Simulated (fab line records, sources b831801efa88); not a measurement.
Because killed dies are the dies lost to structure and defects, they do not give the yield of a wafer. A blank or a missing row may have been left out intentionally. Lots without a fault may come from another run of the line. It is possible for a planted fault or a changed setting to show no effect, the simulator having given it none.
Struck lot and sound lot, side by side    flow gf180mcu    17 steps out of a route of 602
Sound: the wafers L813.4, L813.5, L813.6. Wafers struck: L828.1, L828.2, L828.6. The cause comes at the end.
At each step with rows: each side's tool, then ch and its chambers, then its first start. Under that, the readings that differ: sound wafers    struck wafers    difference of the means    sigmas: that difference in standard deviations of wafers without a fault.
alike: readings whose means differ by less than 2 such deviations, and words and numbers that are the same on both sides. not compared: withheld readings, readings that some wafer has no value for, bounds like >300 that may hide the same value, and numbers for which the record gives no deviation and whose values overlap.
A row with sigmas, a row that says differs or no value, or rows on one side alone: a step with any of these is where the two part. Non-overlapping numbers with no deviation appear without sigmas and do not part them. A reading that every wafer of one side lacks parts them only if that side has two wafers or more.

GF_V4_CMP_04: polishes SiO2.
  sound on cmp-01 ch 0,1, day 24 04:52; struck on cmp-02 ch 1,2,3, day 29 01:11
  alike: motor-current-A, time-to-endpoint-s
GF_V4_BOW_MEAS_05:
  sound on film-metro-04 at day 24 05:10; struck on film-metro-02 at day 29 01:26
  alike: V4_BOW
then, 8 steps without rows for these wafers: GF_V4_DEHYDRATE_06 (time 60 s); GF_V4_HMDS_07 (prime time 60 s); GF_V4_COAT_08; GF_V4_COAT_09 (resist thk 1000 nm); GF_V4_SOFTBAKE_10 (time 60 s); GF_V4_EXPOSE_11 (exposes mask Via4, target cd 260 nm); GF_V4_PEB_12 (peb time 90 s); GF_V4_DEVELOP_13 (develop time 60 s).
GF_V4_CD_MEAS_14: the cd target is 260 nm.
  sound on cd-sem-02 at day 25 02:29; struck on cd-sem-01 at day 29 20:16
  alike: cd-nm
GF_V4_OVL_MEAS_15:
  sound on overlay-02 at day 25 02:34; struck on overlay-01 at day 29 20:23
  alike: V4_OVL
GF_V4_ETCH_16: etches BARC in N2/H2.
  sound on rie-diel-03 ch 0,1, day 25 02:35; struck on rie-diel-03 ch 0,3, day 29 20:26
  no value came back on the struck wafers for any of 5 readings (bias-w (W), chamber-pressure-mTorr (mTorr) and others); on the sound wafers bias-w (W) reads 99.3 100.5 99.6
GF_V4_ETCH_17: etches SiO2 in C4F8/O2/Ar, stops on TiN, target depth 630 nm.
  sound on rie-diel-03 ch 0,1; struck on rie-diel-03 ch 0,3
reading                sound              struck             difference  sigmas
oes-product-au (a.u.)  0.854 0.862 0.860  0.379 0.371 0.384  -0.481      -99 or more
  alike: bias-w, chamber-pressure-mTorr
GF_V4_STRIP_18: strips in O2/N2.
  sound on plasma-asher-02 ch 0,1, day 25 02:44; struck on plasma-asher-02 ch 0,1, day 29 20:34
reading                sound              struck             difference  sigmas
oes-product-au (a.u.)  0.593 0.589 0.598  0.611 0.607 0.611  +0.016      +4
  alike: chamber-pressure-mTorr, drypump-motor-current-A, heater-power-w
  not compared: rf-hours-counter-h
then, 1 step without rows for these wafers: GF_V4_STRIP_19 (strips in post etch residue remover, time 1200 s).
-- the record jumps here: 4 days lie between the struck wafers' starts before and after (it left off in module V4 and takes up again in module PASSIVATION, whose first step shown is number 602 of the route) --
GF_PASSIVATION_PROBE_99:
  only the struck wafers here have rows in the record (prober-01, day 33 18:49); the sound ones have none

## WHERE THEY PART
Last at GF_PASSIVATION_PROBE_99 as far as this record goes, first at GF_V4_ETCH_16.

WHY: what the simulator had put in
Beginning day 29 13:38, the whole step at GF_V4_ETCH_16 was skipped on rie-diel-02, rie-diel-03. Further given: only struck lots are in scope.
